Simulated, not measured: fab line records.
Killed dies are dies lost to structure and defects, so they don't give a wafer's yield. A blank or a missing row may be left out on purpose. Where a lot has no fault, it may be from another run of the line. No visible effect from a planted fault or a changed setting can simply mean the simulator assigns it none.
What tool caused it? / flow gf180mcu / 13 lots, 39 wafers sampled, at 5 steps of a route of 602

== WHAT EACH GAUGE READ, for each wafer ==
GF_VT_IMPLANT_TW_MEAS_43. Usual: VT_IMPLANT_4_TW gives 694 (standard deviation 6.5).
lot=L154; measured=day 7 12:11; on=film_metro-02; VT_IMPLANT_4_TW=681 684 683; flag=
lot=L155; measured=day 7 19:35; on=film_metro-04; VT_IMPLANT_4_TW=699 701 698; flag=
lot=L157; measured=day 8 08:55; on=film_metro-04; VT_IMPLANT_4_TW=698 697 699; flag=
lot=L158; measured=day 8 14:35; on=film_metro-03; VT_IMPLANT_4_TW=691 691 698; flag=
lot=L159; measured=day 8 20:50; on=film_metro-04; VT_IMPLANT_4_TW=698 700 700; flag=
lot=L160; measured=day 9 04:44; on=film_metro-04; VT_IMPLANT_4_TW=695 698 697; flag=
lot=L163; measured=day 10 02:57; on=film_metro-04; VT_IMPLANT_4_TW=694 696 698; flag=
lot=L164; measured=day 10 09:15; on=film_metro-03; VT_IMPLANT_4_TW=691 691 695; flag=
lot=L168; measured=day 11 12:50; on=film_metro-03; VT_IMPLANT_4_TW=724 719 720; flag=OFF
lot=L169; measured=day 11 19:29; on=film_metro-03; VT_IMPLANT_4_TW=721 718 721; flag=OFF
lot=L171; measured=day 12 06:47; on=film_metro-04; VT_IMPLANT_4_TW=697 699 698; flag=
lot=L172; measured=day 12 20:05; on=film_metro-04; VT_IMPLANT_4_TW=695 691 699; flag=
lot=L174; measured=day 13 02:00; on=film_metro-03; VT_IMPLANT_4_TW=693 692 690; flag=

GF_V4_BOW_MEAS_05. Usual: V4_BOW gives 137 um (standard deviation 8.5).
lot=L154; measured=day 23 10:14; on=film_metro-04; V4_BOW (um)=138 140 135; flag=
lot=L155; measured=day 23 15:31; on=film_metro-02; V4_BOW (um)=133 138 138; flag=
lot=L157; measured=day 24 12:50; on=film_metro-01; V4_BOW (um)=148 151 151; flag=
lot=L158; measured=day 24 20:10; on=film_metro-02; V4_BOW (um)=139 136 139; flag=
lot=L159; measured=day 25 13:44; on=film_metro-01; V4_BOW (um)=137 145 141; flag=
lot=L160; measured=day 25 19:28; on=film_metro-04; V4_BOW (um)=147 150 146; flag=
lot=L163; measured=day 26 11:57; on=film_metro-04; V4_BOW (um)=139 137 136; flag=
lot=L164; measured=day 26 22:14; on=film_metro-02; V4_BOW (um)=118 127 131; flag=
lot=L168; measured=day 28 04:01; on=film_metro-04; V4_BOW (um)=151 143 149; flag=
lot=L169; measured=day 28 09:49; on=film_metro-04; V4_BOW (um)=133 128 139; flag=
lot=L171; measured=day 29 01:07; on=film_metro-01; V4_BOW (um)=140 136 140; flag=
lot=L172; measured=day 29 12:27; on=film_metro-01; V4_BOW (um)=142 144 136; flag=
lot=L174; measured=day 30 01:04; on=film_metro-01; V4_BOW (um)=129 122 122; flag=

GF_V4_CD_MEAS_14 targets a cd of 260 nm. Usual: cd_nm reads 259.5 nm (standard deviation 1.1).
lot=L154; measured=day 24 08:59; on=cd_sem-02; cd_nm (nm)=260.0 259.5 260.6; flag=
lot=L155; measured=day 24 13:32; on=cd_sem-01; cd_nm (nm)=261.3 261.1 260.1; flag=
lot=L157; measured=day 25 10:58; on=cd_sem-01; cd_nm (nm)=258.8 258.8 259.4; flag=
lot=L158; measured=day 25 17:56; on=cd_sem-01; cd_nm (nm)=258.8 258.7 258.4; flag=
lot=L159; measured=day 26 10:39; on=cd_sem-02; cd_nm (nm)=260.4 259.3 259.3; flag=
lot=L160; measured=day 26 16:13; on=cd_sem-01; cd_nm (nm)=260.5 260.6 261.8; flag=
lot=L163; measured=day 27 08:53; on=cd_sem-01; cd_nm (nm)=260.4 260.2 260.6; flag=
lot=L164; measured=day 27 18:23; on=cd_sem-02; cd_nm (nm)=259.2 260.2 260.2; flag=
lot=L168; measured=day 28 23:37; on=cd_sem-01; cd_nm (nm)=260.5 259.4 260.4; flag=
lot=L169; measured=day 29 05:22; on=cd_sem-01; cd_nm (nm)=259.2 258.1 259.8; flag=
lot=L171; measured=day 29 19:28; on=cd_sem-02; cd_nm (nm)=258.5 259.1 259.9; flag=
lot=L172; measured=day 30 07:25; on=cd_sem-02; cd_nm (nm)=259.2 260.1 261.5; flag=
lot=L174; measured=day 30 19:19; on=cd_sem-01; cd_nm (nm)=260.3 260.3 261.5; flag=

== WHICH TOOL RAN EACH LOT (tool, then ch and the chambers of the sampled wafers, then the start) ==
lot=L154; GF_VT_IMPLANT_IMPLANT_41=implanter-04 ch 0, day 7 11:57; GF_M3_METAL_ETCH_16=rie_metal-01 ch 0,1, day 21 06:21
lot=L155; GF_VT_IMPLANT_IMPLANT_41=implanter-01 ch 0, day 7 19:20; GF_M3_METAL_ETCH_16=rie_metal-04 ch 0, day 21 13:30
lot=L157; GF_VT_IMPLANT_IMPLANT_41=implanter-04 ch 0, day 8 08:43; GF_M3_METAL_ETCH_16=rie_metal-01 ch 0,1, day 22 11:18
lot=L158; GF_VT_IMPLANT_IMPLANT_41=implanter-04 ch 0, day 8 14:20; GF_M3_METAL_ETCH_16=rie_metal-04 ch 0,1, day 22 18:48
lot=L159; GF_VT_IMPLANT_IMPLANT_41=implanter-04 ch 0, day 8 20:35; GF_M3_METAL_ETCH_16=rie_metal-04 ch 0,1, day 23 12:15
lot=L160; GF_VT_IMPLANT_IMPLANT_41=implanter-04 ch 0, day 9 04:30; GF_M3_METAL_ETCH_16=rie_metal-01 ch 0, day 23 18:38
lot=L163; GF_VT_IMPLANT_IMPLANT_41=implanter-04 ch 0, day 10 02:44; GF_M3_METAL_ETCH_16=rie_metal-01 ch 0,1, day 24 13:06
lot=L164; GF_VT_IMPLANT_IMPLANT_41=implanter-04 ch 0, day 10 09:01; GF_M3_METAL_ETCH_16=rie_metal-04 ch 0,1, day 24 23:47
lot=L168; GF_VT_IMPLANT_IMPLANT_41=implanter-01 ch 0, day 11 12:37; GF_M3_METAL_ETCH_16=rie_metal-01 ch 0, day 26 06:56
lot=L169; GF_VT_IMPLANT_IMPLANT_41=implanter-01 ch 0, day 11 19:14; GF_M3_METAL_ETCH_16=rie_metal-04 ch 0,1, day 26 13:45
lot=L171; GF_VT_IMPLANT_IMPLANT_41=implanter-03 ch 0, day 12 06:32; GF_M3_METAL_ETCH_16=rie_metal-01 ch 0,1, day 27 04:27
lot=L172; GF_VT_IMPLANT_IMPLANT_41=implanter-03 ch 0, day 12 19:50; GF_M3_METAL_ETCH_16=rie_metal-01 ch 0,1, day 27 17:14
lot=L174; GF_VT_IMPLANT_IMPLANT_41=implanter-03 ch 0, day 13 01:46; GF_M3_METAL_ETCH_16=rie_metal-04 ch 0, day 28 05:57
- GF_VT_IMPLANT_IMPLANT_41
- GF_M3_METAL_ETCH_16: etches the open film in Cl2/BCl3, stops on SiO2, target depth 750.8 nm, time 125.1 s.

== AS READ BY THE TOOLS THEMSELVES (means over the sampled wafers that have a number; for cases with no such wafer, the mark the record gives instead) ==
GF_VT_IMPLANT_IMPLANT_41. Usual: beam_energy_keV reads 70.003 (standard deviation 0.025).
lot=L154 tool=implanter-04 beam_energy_keV=69.974 flag=
lot=L155 tool=implanter-01 beam_energy_keV=70.030 flag=
lot=L157 tool=implanter-04 beam_energy_keV=70.001 flag=
lot=L158 tool=implanter-04 beam_energy_keV=70.006 flag=
lot=L159 tool=implanter-04 beam_energy_keV=69.996 flag=
lot=L160 tool=implanter-04 beam_energy_keV=69.973 flag=
lot=L163 tool=implanter-04 beam_energy_keV=70.040 flag=
lot=L164 tool=implanter-04 beam_energy_keV=69.975 flag=
lot=L168 tool=implanter-01 beam_energy_keV=79.469 flag=OFF
lot=L169 tool=implanter-01 beam_energy_keV=79.457 flag=OFF
lot=L171 tool=implanter-03 beam_energy_keV=70.021 flag=
lot=L172 tool=implanter-03 beam_energy_keV=69.986 flag=
lot=L174 tool=implanter-03 beam_energy_keV=69.985 flag=

GF_M3_METAL_ETCH_16. Usual: drypump_motor_current_A 5.9 A, standard deviation 0.37; oes_product_au 0.989 a.u., standard deviation 0.0067; throttle_valve_pct 28.230 %, standard deviation 0.011.
lot=L154; tool=rie_metal-01; drypump_motor_current_A (A)=5.8; oes_product_au (a.u.)=0.995; throttle_valve_pct (%)=28.226; flag=
lot=L155; tool=rie_metal-04; drypump_motor_current_A (A)=6.1; oes_product_au (a.u.)=0.994; throttle_valve_pct (%)=28.235; flag=
lot=L157; tool=rie_metal-01; drypump_motor_current_A (A)=5.8; oes_product_au (a.u.)=0.994; throttle_valve_pct (%)=28.228; flag=
lot=L158; tool=rie_metal-04; drypump_motor_current_A (A)=6.0; oes_product_au (a.u.)=0.983; throttle_valve_pct (%)=28.239; flag=
lot=L159; tool=rie_metal-04; drypump_motor_current_A (A)=5.8; oes_product_au (a.u.)=0.986; throttle_valve_pct (%)=28.232; flag=
lot=L160; tool=rie_metal-01; drypump_motor_current_A (A)=6.1; oes_product_au (a.u.)=0.997; throttle_valve_pct (%)=28.221; flag=
lot=L163; tool=rie_metal-01; drypump_motor_current_A (A)=5.9; oes_product_au (a.u.)=0.990; throttle_valve_pct (%)=28.229; flag=
lot=L164; tool=rie_metal-04; drypump_motor_current_A (A)=6.0; oes_product_au (a.u.)=0.988; throttle_valve_pct (%)=28.225; flag=
lot=L168; tool=rie_metal-01; drypump_motor_current_A (A)=6.1; oes_product_au (a.u.)=0.996; throttle_valve_pct (%)=28.221; flag=
lot=L169; tool=rie_metal-04; drypump_motor_current_A (A)=5.8; oes_product_au (a.u.)=0.981; throttle_valve_pct (%)=28.235; flag=
lot=L171; tool=rie_metal-01; drypump_motor_current_A (A)=5.8; oes_product_au (a.u.)=0.991; throttle_valve_pct (%)=28.231; flag=
lot=L172; tool=rie_metal-01; drypump_motor_current_A (A)=5.8; oes_product_au (a.u.)=0.996; throttle_valve_pct (%)=28.221; flag=
lot=L174; tool=rie_metal-04; drypump_motor_current_A (A)=6.1; oes_product_au (a.u.)=0.993; throttle_valve_pct (%)=28.222; flag=

== THE ANSWER, worked out from the rows above alone ==
Rule: a lot counts as off when the mean over its wafers that have a number is more than 3 standard deviations away from the usual mean. A lot without any number at a reading at which 4 lots or more have one is off too. Where the step has rows for the other lots, those lots are counted as sound. Order of review: gauges by route order, followed by the tools' own readings, for which a lot's mean as printed above is used. The first step at which some lot is off is used, and at that step the reading that is off furthest; a lot without a number counts as furthest.
Off: L168, L169, at GF_VT_IMPLANT_TW_MEAS_43 (VT_IMPLANT_4_TW).
A tool fits if, at a process step before that reading, it ran every lot that is off, and no sound lot after the first of them. Not tried: the gauges at GF_VT_IMPLANT_TW_MEAS_43; whatever is off there is also off at GF_VT_IMPLANT_IMPLANT_41, on other tools, and gauge error can't account for it. One candidate fits, namely implanter-01 at GF_VT_IMPLANT_IMPLANT_41. A fault onset in the window from L155 (day 7 19:20, its last sound lot) to L168 (day 11 12:37, its first lot off) fits.
The tool's own readings at GF_VT_IMPLANT_IMPLANT_41 bear it out: on the lots that are off they differ by more than 5 times the standard deviation of the sound lots' means. beam_energy_keV reads 79.463 there against 69.999 on the sound lots.

== WHAT WAS PUT IN BY THE SIMULATOR ==
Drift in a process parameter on implanter-01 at GF_VT_IMPLANT_IMPLANT_41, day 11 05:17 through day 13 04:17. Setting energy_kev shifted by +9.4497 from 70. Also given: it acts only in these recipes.
Lots struck among those shown: L168, L169. The rule above reached the same finding.
